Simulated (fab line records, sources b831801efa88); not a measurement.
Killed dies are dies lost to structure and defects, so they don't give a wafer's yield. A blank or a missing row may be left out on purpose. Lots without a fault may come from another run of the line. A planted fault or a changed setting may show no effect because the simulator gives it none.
Chamber matching | flow sfq_line | SFQ_TRILAYER_I7_VIA_BARC_OPEN_VIA_ETCH_260 on rie_diel-04: 4 sister chambers
The step etches BARC in O2, target depth 125 nm, time 41.7 s. 4 wafers are shown with their chamber, then 7 later ones without.

WAFERS WITH THEIR CHAMBER
wafer  | chamber | drypump_motor_current_A (A)
L306.5 | 1       | 5.3
L314.4 | 3       | 6.4
L320.2 | 2       | 5.5
L320.3 | 0       | 6.2

WAFERS WITHOUT THEIR CHAMBER
wafer  | drypump_motor_current_A (A)
L320.5 | 5.5
L321.3 | 6.4
L321.4 | 6.2
L321.5 | 6.5
L322.3 | 6.2
L322.5 | 6.2
L322.6 | 5.3

WHICH CHAMBER EACH WENT THROUGH
wafer  | from the rows above | in truth
L320.5 | 2                   | 2
L321.3 | 3                   | 3
L321.4 | 0                   | 0
L321.5 | 3                   | 3
L322.3 | 0                   | 0
L322.5 | 0                   | 0
L322.6 | 1                   | 1
Placed correctly: 7 of 7. Can't be placed from these rows: 0. Placed wrongly: 0.
How it was worked out, from the rows above alone: a wafer's distance from a chamber is the root of the sum, over the readings, of the square of ((its reading less the chamber's mean) divided by the reading's scatter). The wafer belongs to the nearest chamber; if the next one is less than 2 further off, it can't be placed. A chamber's mean is the mean of its shown wafers. The scatter: with one shown wafer a chamber, the root of the mean of the squares of how far each hidden wafer lies from its nearest shown one.
